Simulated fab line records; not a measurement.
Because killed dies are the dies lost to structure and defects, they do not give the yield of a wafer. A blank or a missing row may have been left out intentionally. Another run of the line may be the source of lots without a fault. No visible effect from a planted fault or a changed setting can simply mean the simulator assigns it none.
Matching of chambers + flow gf180mcu + 3 sister chambers for GF_V1_CVD_02 on pecvd-04
The step deposits SiO2 from TEOS, target thk 850 nm, time 94.851 s. 6 wafers are shown with their chamber, then 11 later ones without.

## WAFERS WITH THEIR CHAMBER
| wafer  | chamber | heater-power-w (W) |
|--------|---------|--------------------|
| L085.1 | 2       | 581                |
| L085.5 | 1       | 583                |
| L086.4 | 1       | 685                |
| L086.5 | 0       | 603                |
| L086.6 | 2       | 670                |
| L088.2 | 0       | 510                |

## WAFERS WITHOUT THEIR CHAMBER
| wafer  | heater-power-w (W) |
|--------|--------------------|
| L088.3 | 684                |
| L088.5 | 565                |
| L090.1 | 609                |
| L090.4 | 544                |
| L090.6 | 617                |
| L092.1 | 621                |
| L092.4 | 596                |
| L092.6 | 697                |
| L095.2 | 674                |
| L095.5 | 613                |
| L095.6 | 719                |

## WHICH CHAMBER EACH WENT THROUGH
| wafer  | from the rows above          | in truth |
|--------|------------------------------|----------|
| L088.3 | can't be placed: 1 or 2 or 0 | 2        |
| L088.5 | can't be placed: 0 or 2 or 1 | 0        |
| L090.1 | can't be placed: 2 or 1 or 0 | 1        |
| L090.4 | can't be placed: 0 or 2 or 1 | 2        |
| L090.6 | can't be placed: 2 or 1 or 0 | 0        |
| L092.1 | can't be placed: 2 or 1 or 0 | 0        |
| L092.4 | can't be placed: 2 or 1 or 0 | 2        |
| L092.6 | can't be placed: 1 or 2 or 0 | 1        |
| L095.2 | can't be placed: 1 or 2 or 0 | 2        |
| L095.5 | can't be placed: 2 or 1 or 0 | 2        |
| L095.6 | can't be placed: 1 or 2 or 0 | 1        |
0 of 11 placed correctly. Unplaceable from these rows: 11, with the true chamber sitting among the candidates in 11. 0 placed wrongly.
How it was worked out, from the rows above alone: a wafer's distance from a chamber is the root of the sum, over the readings, of the square of ((its reading less the chamber's mean) divided by the reading's scatter). The wafer belongs to the nearest chamber; if the next one is less than 2 further off, it can't be placed. Each chamber's mean is taken over the wafers shown for it. The scatter: take each reading less its chamber's mean, square it, sum over the shown wafers, divide by the number of wafers less the number of chambers, and take the root.
